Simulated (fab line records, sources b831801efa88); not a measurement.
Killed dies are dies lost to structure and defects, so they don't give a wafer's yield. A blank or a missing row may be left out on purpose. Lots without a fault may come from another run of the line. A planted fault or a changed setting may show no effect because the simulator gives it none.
fab line records | flow sky130 | part 1 of 2: steps 1 to 27 of 37
record lots=5 wafers=15 last_day=50
route steps=708 shown NWELL@72 PWDE@84 VT_ADJUST_HVTP@85 VT_ADJUST_LVTN@97
lots that met no fault: from a run of the same line without faults
start_h: hours from the record's first day to the start of the lot's first wafer shown | wait_h: hours since the lot's step before | " the same as in the row above | L1.1+2: a row that stands for several wafers | - no value, or no start given | * or withheld: withheld | < > ~ a bound
route shown NAME@n: a module of which the file shows steps, and the number in the route of the first | usual: mean/standard deviation of fault-free wafers | same: alike in all rows | chamber/n: place in a boat | sites: the reading at each site | _std_site: their standard deviation | _edge_site: outer sites' mean less inner sites' | radius_mm: how far each site lies from the wafer's centre | mask NAME#n: copy n | behind: the tool/chamber that last shaped the wafer | hold: why the lot was held/for how many hours/how that ended | device: the transistor (n, p or np) that didn't switch | end of line: the same wafers' tests at the end of the route | a step without rows: its recipe alone | killed: dies lost to structure and defects at the first sort, not the wafer's yield | map: a wafer's dies, x killed, . not, _ none there
set.NAME: the setting as run; set.NAME@STEP: as run at that earlier step | model.NAME: the simulator's own value behind a step, which no gauge read
lots at some steps of the route; a table a step, a row a wafer
services: from which hour (start_h, from the record's first day; less than 0 if before it) a tool's chamber was out of use, for how many hours, and why
## steps
# step SKY_NWELL_SOFTBAKE_19
# recipe temp_c=110 time_s=withheld
# usual chill_plate_temp_C=23.01/0.092
# columns lot.wafer tool chamber start_h wait_h chill_plate_temp_C
L078.1 litho_track-04 0 127.34 0.1 23.02
L078.2 " 0 " " 23.03
L078.5 " 0 " " 22.85
L080.2 litho_track-03 0 134.57 0.1 23.22
L080.3 " 0 " " 22.96
L080.5 " 0 " " 22.97
L092.2 litho_track-03 0 208.67 0.1 22.91
L092.3 " 0 " " 22.85
L092.4 " 0 " " 22.91
L093.2 litho_track-04 0 212.63 0.1 23.10
L093.4 " 0 " " 22.98
L093.6 " 0 " " 23.07
L095.2 litho_track-02 0 232.74 0.1 22.84
L095.4 " 0 " " 22.94
L095.5 " 0 " " 23.01
# step SKY_NWELL_EXPOSE_20
# recipe mask_id=NWM_COMPLEMENT na=0.6 source_shape=conventional sigma_outer=0.6 polarization=unpolarized target_cd_nm=840 dose_mj=260
# columns lot.wafer tool chamber start_h wait_h mask
L078.1+2+5 iline_stepper-01 0 - - NWM_COMPLEMENT#0
L080.2+3+5 iline_stepper-02 0 - - NWM_COMPLEMENT#0
L092.2+3+4 iline_stepper-01 0 - - NWM_COMPLEMENT#0
L093.2+4+6 iline_stepper-01 0 - - NWM_COMPLEMENT#0
L095.2+4+5 iline_stepper-02 0 - - NWM_COMPLEMENT#0
# step SKY_NWELL_PEB_21
# recipe temp_c=115 time_s=withheld
# usual chill_plate_temp_C=23.04/0.1
# columns lot.wafer tool chamber start_h wait_h chill_plate_temp_C
L078.1 litho_track-04 0 - - 22.98
L078.2 " 0 " " 23.06
L078.5 " 0 " " 22.99
L080.2 litho_track-02 0 - - 23.00
L080.3 " 0 " " 22.92
L080.5 " 0 " " 22.96
L092.2 litho_track-03 0 - - 23.03
L092.3 " 0 " " 23.09
L092.4 " 0 " " 23.22
L093.2 litho_track-04 0 - - 23.08
L093.4 " 0 " " 22.95
L093.6 " 0 " " 23.19
L095.2 litho_track-03 0 - - 23.18
L095.4 " 0 " " 22.96
L095.5 " 0 " " 23.02
# step SKY_NWELL_DEVELOP_22
# recipe wall_angle_deg=90 developer=TMAH develop_time_s=60 dev_temp_c=23
# usual chill_plate_temp_C=22.98/0.11
# columns lot.wafer tool chamber start_h wait_h chill_plate_temp_C
L078.1 litho_track-04 0 - - 23.08
L078.2 " 0 " " 23.06
L078.5 " 0 " " 22.94
L080.2 litho_track-02 0 - - 22.90
L080.3 " 0 " " 23.17
L080.5 " 0 " " 22.99
L092.2 litho_track-03 0 - - 23.09
L092.3 " 0 " " 22.86
L092.4 " 0 " " 22.89
L093.2 litho_track-04 0 - - 22.91
L093.4 " 0 " " 23.13
L093.6 " 0 " " 22.97
L095.2 litho_track-03 0 - - 22.91
L095.4 " 0 " " 23.07
L095.5 " 0 " " 22.87
# step SKY_NWELL_OVL_MEAS_23
# usual NWELL_01_OVL=0.1/1.4
# columns lot.wafer tool chamber start_h wait_h NWELL_01_OVL[nm]
L078.1 overlay-01 - 135.74 - -2.1
L078.2 " - " " -2.3
L078.5 " - " " -1.1
L080.2 overlay-02 - 144.26 - 2.1
L080.3 " - " " 0.9
L080.5 " - " " 4.0
L092.2 overlay-02 - 220.79 - -1.1
L092.3 " - " " -1.4
L092.4 " - " " -0.1
L093.2 overlay-02 - 224.40 - 0.2
L093.4 " - " " 1.1
L093.6 " - " " 0.2
L095.2 overlay-01 - 245.44 - 2.5
L095.4 " - " " 1.7
L095.5 " - " " 1.7
# step SKY_NWELL_IMPLANT_24
# recipe species=B energy_kev=140 dose_cm2=9.2e+12 tilt_deg=withheld
# columns lot.wafer tool chamber start_h wait_h
L078.1+2+5 implanter-01 0 135.78 0.0
L080.2+3+5 implanter-02 0 144.32 0.0
L092.2+3+4 implanter-02 0 220.84 0.0
L093.2+4+6 implanter-01 0 224.45 0.0
L095.2+4+5 implanter-01 0 245.49 0.0
# step SKY_NWELL_STRIP_25
# recipe chemistry=O2/N2 power_w=1400 pressure_mtorr=1500 platen_temp_c=withheld o2_flow_sccm=3000 n2_flow_sccm=300 overash_fraction=0.5
# usual drypump_motor_current_A=5.89/0.28 oes_product_au=0.723/0.005 strip_time_to_endpoint_s=36.91/0.085
# columns lot.wafer tool chamber start_h wait_h drypump_motor_current_A oes_product_au rf_hours_counter_h strip_time_to_endpoint_s
L078.1 plasma_asher-02 0 135.93 0.1 5.80 0.725 46 37.00
L078.2 " 1 " " 6.27 0.713 46 36.89
L078.5 " 1 " " 6.27 0.720 - 36.93
L080.2 plasma_asher-03 1 144.44 0.1 5.41 0.716 46 36.86
L080.3 " 0 " " 6.12 0.718 - 36.99
L080.5 " 1 " " 5.43 0.730 - 36.87
L092.2 plasma_asher-01 1 220.97 0.1 5.81 0.715 40 36.90
L092.3 " 1 " " 5.84 0.720 - 36.95
L092.4 " 0 " " 5.61 0.725 - 36.93
L093.2 plasma_asher-03 0 224.58 0.1 6.13 0.726 54 37.02
L093.4 " 0 " " 6.12 0.719 - 36.95
L093.6 " 0 " " 6.13 0.726 - 36.83
L095.2 plasma_asher-02 1 245.62 0.1 6.28 0.717 56 36.91
L095.4 " 0 " " 5.84 0.720 - 36.99
L095.5 " 1 " " 6.27 0.729 - 36.99
# step SKY_NWELL_TW_MEAS_26
# usual NWELL_2_TW=499.7/2.8
# columns lot.wafer tool chamber start_h wait_h NWELL_2_TW
L078.1 film_metro-01 - 136.03 0.1 495.5
L078.2 " - " " 494.9
L078.5 " - " " 495.1
L080.2 film_metro-01 - 144.55 0.1 504.6
L080.3 " - " " 504.7
L080.5 " - " " 501.7
L092.2 film_metro-04 - 221.08 0.1 498.4
L092.3 " - " " 497.8
L092.4 " - " " 499.1
L093.2 film_metro-02 - 224.69 0.1 501.7
L093.4 " - " " 504.8
L093.6 " - " " 503.3
L095.2 film_metro-01 - 245.73 0.1 501.6
L095.4 " - " " 503.9
L095.5 " - " " 505.3
# step SKY_NWELL_CLEAN_27
# recipe chemistry=SC1/SC2 mix=1:4:20 temp_c=70 time_s=150 dry=n2_spin
# columns lot.wafer tool chamber start_h wait_h
L078.1+2+5 wet_bench-01 3 136.09 0.1
L080.2+3+5 wet_bench-03 2 144.60 0.0
L092.2+3+4 wet_bench-02 2 221.13 0.0
L093.2+4+6 wet_bench-02 1 224.74 0.0
L095.2+4+5 wet_bench-03 1 245.78 0.0
# step SKY_NWELL_RTA_28
# recipe temp_c=1050 time_s=30 idle_temp_c=650 ramp_up_c_per_s=150 ramp_down_c_per_s=90 ambient=N2
# usual anneal_temp_c_max=1055.5/1 chamber_o2_ppm=2.004/0.02 lamp_power_pct=25.31/0.055 wafer_temp_C_max=1054.8/0.87
# columns lot.wafer tool chamber start_h wait_h anneal_temp_c_max chamber_o2_ppm lamp_power_pct wafer_temp_C_max
L078.1 rtp_anneal-01 0 136.14 0.0 1055.7 2.000 25.24 1054.6
L078.2 " 0 " " 1055.3 2.010 25.27 1054.2
L078.5 " 0 " " 1055.5 1.991 25.32 1055.2
L080.2 rtp_anneal-01 0 144.67 0.0 1054.4 1.961 25.34 1056.5
L080.3 " 0 " " 1057.7 1.971 25.29 1055.4
L080.5 " 0 " " 1055.4 1.977 25.42 1054.7
L092.2 rtp_anneal-01 0 221.20 0.0 1055.7 2.011 25.40 1053.7
L092.3 " 0 " " 1055.1 2.013 25.32 1055.7
L092.4 " 0 " " 1055.2 2.008 25.35 1052.5
L093.2 rtp_anneal-02 0 224.80 0.0 1055.6 1.996 25.27 1054.7
L093.4 " 0 " " 1056.0 2.024 25.33 1055.3
L093.6 " 0 " " 1054.6 2.018 25.38 1054.5
L095.2 rtp_anneal-02 0 245.85 0.0 1054.2 2.014 25.22 1055.1
L095.4 " 0 " " 1056.5 2.007 25.29 1055.7
L095.5 " 0 " " 1055.7 2.005 25.25 1055.5
# step SKY_NWELL_RS_MEAS_29
# recipe thk_meas_gauge=four-point-probe
# usual NWELL_RS=625.0/1.9
# columns lot.wafer tool chamber start_h wait_h NWELL_RS[ohm/sq]
L078.1 film_metro-02 - 136.24 0.1 627.3
L078.2 " - " " 627.9
L078.5 " - " " 630.5
L080.2 film_metro-04 - 144.77 0.1 623.1
L080.3 " - " " 625.0
L080.5 " - " " 623.1
L092.2 film_metro-01 - 221.30 0.1 624.8
L092.3 " - " " 626.2
L092.4 " - " " 627.4
L093.2 film_metro-02 - 224.91 0.1 629.5
L093.4 " - " " 627.6
L093.6 " - " " 627.5
L095.2 film_metro-04 - 245.95 0.1 621.9
L095.4 " - " " 623.4
L095.5 " - " " 623.3
# step SKY_NWELL_RS_MEAS_31
# recipe thk_meas_gauge=four-point-probe
# usual PWDE_RS=5274/18
# columns lot.wafer tool chamber start_h wait_h PWDE_RS[ohm/sq]
L078.1 film_metro-02 - 136.48 0.1 5274
L078.2 " - " " 5269
L078.5 " - " " 5303
L080.2 film_metro-04 - 145.01 0.1 5277
L080.3 " - " " 5281
L080.5 " - " " 5279
L092.2 film_metro-01 - 221.54 0.1 5281
L092.3 " - " " 5322
L092.4 " - " " 5291
L093.2 film_metro-02 - 225.15 0.1 5269
L093.4 " - " " 5287
L093.6 " - " " 5286
L095.2 film_metro-04 - 246.19 0.1 5293
L095.4 " - " " 5263
L095.5 " - " " 5291
# step SKY_VT_ADJUST_HVTP_DEHYDRATE_00
# recipe temp_c=200 time_s=60
# usual chill_plate_temp_C=23.03/0.11
# columns lot.wafer tool chamber start_h wait_h chill_plate_temp_C
L078.1 litho_track-04 0 145.09 8.6 23.03
L078.2 " 0 " " 23.15
L078.5 " 0 " " 23.08
L080.2 litho_track-01 0 153.96 8.9 23.13
L080.3 " 0 " " 23.09
L080.5 " 0 " " 23.13
L092.2 litho_track-04 0 231.42 9.9 23.03
L092.3 " 0 " " 22.89
L092.4 " 0 " " 23.07
L093.2 litho_track-01 0 236.11 10.9 23.14
L093.4 " 0 " " 23.11
L093.6 " 0 " " 23.17
L095.2 litho_track-01 0 256.76 10.5 23.11
L095.4 " 0 " " 23.02
L095.5 " 0 " " 22.92
# step SKY_VT_ADJUST_HVTP_HMDS_01
# recipe prime_time_s=60 prime_temp_c=120
# usual chill_plate_temp_C=23.00/0.096
# columns lot.wafer tool chamber start_h wait_h chill_plate_temp_C
L078.1 litho_track-04 0 145.24 0.1 22.99
L078.2 " 0 " " 22.90
L078.5 " 0 " " 22.99
L080.2 litho_track-01 0 154.11 0.1 23.12
L080.3 " 0 " " 23.01
L080.5 " 0 " " 23.06
L092.2 litho_track-04 0 231.57 0.1 22.96
L092.3 " 0 " " 23.18
L092.4 " 0 " " 23.10
L093.2 litho_track-01 0 236.26 0.1 22.90
L093.4 " 0 " " 23.00
L093.6 " 0 " " 23.00
L095.2 litho_track-01 0 256.91 0.1 23.04
L095.4 " 0 " " 22.88
L095.5 " 0 " " 23.01
# step SKY_VT_ADJUST_HVTP_COAT_02
# recipe resist=NOVOLAK spin_rpm=3000 resist_thk_nm=1140
# usual chill_plate_temp_C=23.00/0.11
# columns lot.wafer tool chamber start_h wait_h chill_plate_temp_C
L078.1 litho_track-04 0 145.39 0.1 23.00
L078.2 " 0 " " 22.92
L078.5 " 0 " " 22.99
L080.2 litho_track-01 0 154.26 0.1 22.92
L080.3 " 0 " " 22.93
L080.5 " 0 " " 22.92
L092.2 litho_track-04 0 231.72 0.1 23.03
L092.3 " 0 " " 23.06
L092.4 " 0 " " 23.04
L093.2 litho_track-01 0 236.41 0.1 23.08
L093.4 " 0 " " 23.10
L093.6 " 0 " " 23.09
L095.2 litho_track-01 0 257.06 0.1 23.16
L095.4 " 0 " " 22.95
L095.5 " 0 " " 22.93
# step SKY_VT_ADJUST_HVTP_SOFTBAKE_03
# recipe temp_c=90 time_s=60 resist=NOVOLAK
# usual chill_plate_temp_C=23.01/0.11
# columns lot.wafer tool chamber start_h wait_h chill_plate_temp_C
L078.1 litho_track-04 0 145.54 0.1 22.95
L078.2 " 0 " " 22.96
L078.5 " 0 " " 22.92
L080.2 litho_track-01 0 154.41 0.1 23.15
L080.3 " 0 " " 22.96
L080.5 " 0 " " 23.05
L092.2 litho_track-04 0 231.87 0.1 23.17
L092.3 " 0 " " 23.12
L092.4 " 0 " " 23.00
L093.2 litho_track-01 0 236.56 0.1 22.93
L093.4 " 0 " " 23.02
L093.6 " 0 " " 23.04
L095.2 litho_track-01 0 257.21 0.1 23.07
L095.4 " 0 " " 22.94
L095.5 " 0 " " 22.87
# step SKY_VT_ADJUST_HVTP_EXPOSE_04
# recipe mask_id=HVTPM na=0.6 source_shape=conventional sigma_outer=0.6 polarization=unpolarized target_cd_nm=380 dose_mj=140
# columns lot.wafer tool chamber start_h wait_h mask
L078.1+2+5 iline_stepper-02 0 - - HVTPM#0
L080.2+3+5 iline_stepper-02 0 - - HVTPM#0
L092.2+3+4 iline_stepper-01 0 - - HVTPM#0
L093.2+4+6 iline_stepper-02 0 - - HVTPM#0
L095.2+4+5 iline_stepper-02 0 - - HVTPM#0
# step SKY_VT_ADJUST_HVTP_PEB_05
# recipe temp_c=withheld time_s=* resist=NOVOLAK
# usual chill_plate_temp_C=*
# columns lot.wafer tool chamber start_h wait_h chill_plate_temp_C
L078.1 litho_track-02 0 - - *
L078.2 " 0 " " *
L078.5 " 0 " " *
L080.2 litho_track-01 0 - - *
L080.3 " 0 " " *
L080.5 " 0 " " *
L092.2 litho_track-02 0 - - *
L092.3 " 0 " " *
L092.4 " 0 " " *
L093.2 litho_track-01 0 - - *
L093.4 " 0 " " *
L093.6 " 0 " " *
L095.2 litho_track-01 0 - - *
L095.4 " 0 " " *
L095.5 " 0 " " *
# step SKY_VT_ADJUST_HVTP_DEVELOP_06
# recipe resist=NOVOLAK developer=TMAH develop_time_s=60 dev_temp_c=23
# usual chill_plate_temp_C=23.00/0.1
# columns lot.wafer tool chamber start_h wait_h chill_plate_temp_C
L078.1 litho_track-02 0 154.76 0.1 23.07
L078.2 " 0 " " 23.16
L078.5 " 0 " " 23.04
L080.2 litho_track-01 0 163.86 0.1 22.96
L080.3 " 0 " " 22.74
L080.5 " 0 " " 23.04
L092.2 litho_track-02 0 244.33 0.1 22.98
L092.3 " 0 " " 22.98
L092.4 " 0 " " 22.93
L093.2 litho_track-01 0 249.11 0.1 22.98
L093.4 " 0 " " 22.92
L093.6 " 0 " " 22.92
L095.2 litho_track-01 0 269.41 0.1 22.94
L095.4 " 0 " " 22.94
L095.5 " 0 " " 23.08
# step SKY_VT_ADJUST_HVTP_CD_MEAS_07
# recipe target_cd_nm=380
# usual cd_nm=380.3/1.9
# columns lot.wafer tool chamber start_h wait_h cd_nm
L078.1 cd_sem-02 - 154.91 0.1 381.8
L078.2 " - " " 384.0
L078.5 " - " " 381.3
L080.2 cd_sem-02 - 164.00 0.1 381.6
L080.3 " - " " 382.0
L080.5 " - " " 381.4
L092.2 cd_sem-02 - 244.47 0.1 381.4
L092.3 " - " " 380.9
L092.4 " - " " 381.0
L093.2 cd_sem-02 - 249.25 0.1 378.8
L093.4 " - " " 380.3
L093.6 " - " " 381.2
L095.2 cd_sem-02 - 269.55 0.1 377.3
L095.4 " - " " 377.1
L095.5 " - " " 377.3
# step SKY_VT_ADJUST_HVTP_OVL_MEAS_08
# usual VT_ADJUST_HVTP_OVL=0.5/1.5
# columns lot.wafer tool chamber start_h wait_h VT_ADJUST_HVTP_OVL[nm]
L078.1 overlay-01 - 155.03 0.1 -2.2
L078.2 " - " " -1.5
L078.5 " - " " -1.1
L080.2 overlay-01 - 164.11 0.1 0.0
L080.3 " - " " 0.5
L080.5 " - " " 1.3
L092.2 overlay-02 - 244.58 0.1 -0.6
L092.3 " - " " -0.8
L092.4 " - " " 0.1
L093.2 overlay-01 - 249.36 0.1 -1.3
L093.4 " - " " -1.5
L093.6 " - " " -1.8
L095.2 overlay-02 - 269.66 0.1 -0.3
L095.4 " - " " 1.2
L095.5 " - " " 1.3
# step SKY_VT_ADJUST_HVTP_IMPLANT_09
# recipe species=As energy_kev=150 dose_cm2=4.3e+12 tilt_deg=withheld
# columns lot.wafer tool chamber start_h wait_h
L078.1+2+5 implanter-01 0 155.19 0.2
L080.2+3+5 implanter-02 0 164.16 0.0
L092.2+3+4 implanter-03 0 244.64 0.0
L093.2+4+6 implanter-03 0 249.41 0.0
L095.2+4+5 implanter-03 0 269.71 0.0
# step SKY_VT_ADJUST_HVTP_STRIP_10
# recipe chemistry=O2/N2 power_w=1400 pressure_mtorr=1500 platen_temp_c=withheld o2_flow_sccm=3000 n2_flow_sccm=300 overash_fraction=0.5
# usual drypump_motor_current_A=5.78/0.27 oes_product_au=0.716/0.0045 strip_time_to_endpoint_s=14.17/0.046
# columns lot.wafer tool chamber start_h wait_h drypump_motor_current_A oes_product_au rf_hours_counter_h strip_time_to_endpoint_s
L078.1 plasma_asher-01 1 155.34 0.1 5.86 0.711 35 14.25
L078.2 " 0 " " 5.57 0.719 35 14.27
L078.5 " 1 " " 5.83 0.712 - 14.24
L080.2 plasma_asher-04 1 164.29 0.1 6.09 0.710 4 14.15
L080.3 " 0 " " 5.57 0.712 - 14.09
L080.5 " 0 " " 5.58 0.709 - 14.11
L092.2 plasma_asher-01 0 244.76 0.1 5.58 0.717 43 14.20
L092.3 " 0 " " 5.58 0.714 - 14.18
L092.4 " 1 " " 5.87 0.715 - 14.16
L093.2 plasma_asher-04 0 249.54 0.1 5.56 0.719 12 14.10
L093.4 " 1 " " 6.10 0.716 - 14.13
L093.6 " 1 " " 6.11 0.715 - 14.11
L095.2 plasma_asher-04 1 269.84 0.1 6.10 0.717 14 14.16
L095.4 " 0 " " 5.60 0.713 - 14.13
L095.5 " 1 " " 6.11 0.718 - 14.11
# step SKY_VT_ADJUST_HVTP_TW_MEAS_11
# usual VT_ADJUST_HVTP_TW=1365/8.5
# columns lot.wafer tool chamber start_h wait_h VT_ADJUST_HVTP_TW
L078.1 film_metro-02 - 155.44 0.1 1368
L078.2 " - " " 1376
L078.5 " - " " 1379
L080.2 film_metro-03 - 164.40 0.1 1361
L080.3 " - " " 1362
L080.5 " - " " 1362
L092.2 film_metro-04 - 244.87 0.1 1355
L092.3 " - " " 1358
L092.4 " - " " 1359
L093.2 film_metro-03 - 249.65 0.1 1361
L093.4 " - " " 1370
L093.6 " - " " 1371
L095.2 film_metro-02 - 269.95 0.1 1376
L095.4 " - " " 1385
L095.5 " - " " 1379
# step SKY_VT_ADJUST_LVTN_DEHYDRATE_00
# recipe temp_c=200 time_s=60
# usual chill_plate_temp_C=23.01/0.11
# columns lot.wafer tool chamber start_h wait_h chill_plate_temp_C
L078.1 litho_track-02 0 164.76 9.3 23.06
L078.2 " 0 " " 22.89
L078.5 " 0 " " 23.11
L080.2 litho_track-02 0 173.88 9.5 22.91
L080.3 " 0 " " 22.98
L080.5 " 0 " " 23.11
L092.2 litho_track-02 0 255.08 10.2 23.13
L092.3 " 0 " " 23.12
L092.4 " 0 " " 22.97
L093.2 litho_track-01 0 259.56 9.9 23.11
L093.4 " 0 " " 23.04
L093.6 " 0 " " 23.09
L095.2 litho_track-01 0 280.86 10.9 23.02
L095.4 " 0 " " 23.06
L095.5 " 0 " " 22.89
# step SKY_VT_ADJUST_LVTN_HMDS_01
# recipe prime_time_s=60 prime_temp_c=120
# usual chill_plate_temp_C=23.00/0.1
# columns lot.wafer tool chamber start_h wait_h chill_plate_temp_C
L078.1 litho_track-02 0 164.91 0.1 22.92
L078.2 " 0 " " 22.83
L078.5 " 0 " " 22.97
L080.2 litho_track-02 0 174.03 0.1 22.90
L080.3 " 0 " " 22.95
L080.5 " 0 " " 22.93
L092.2 litho_track-02 0 255.23 0.1 23.11
L092.3 " 0 " " 23.08
L092.4 " 0 " " 22.99
L093.2 litho_track-01 0 259.71 0.1 22.83
L093.4 " 0 " " 23.00
L093.6 " 0 " " 22.99
L095.2 litho_track-01 0 281.01 0.1 22.99
L095.4 " 0 " " 23.10
L095.5 " 0 " " 23.15
# step SKY_VT_ADJUST_LVTN_COAT_02
# recipe spin_rpm=2000 resist_thk_nm=3000
# usual chill_plate_temp_C=22.98/0.11
# columns lot.wafer tool chamber start_h wait_h chill_plate_temp_C
L078.1 litho_track-02 0 165.06 0.1 22.72
L078.2 " 0 " " 22.99
L078.5 " 0 " " 22.95
L080.2 litho_track-02 0 174.18 0.1 23.06
L080.3 " 0 " " 22.95
L080.5 " 0 " " 22.82
L092.2 litho_track-02 0 255.38 0.1 23.05
L092.3 " 0 " " 22.95
L092.4 " 0 " " 23.03
L093.2 litho_track-01 0 259.86 0.1 23.04
L093.4 " 0 " " 23.13
L093.6 " 0 " " 23.14
L095.2 litho_track-01 0 281.16 0.1 22.84
L095.4 " 0 " " 22.86
L095.5 " 0 " " 22.84
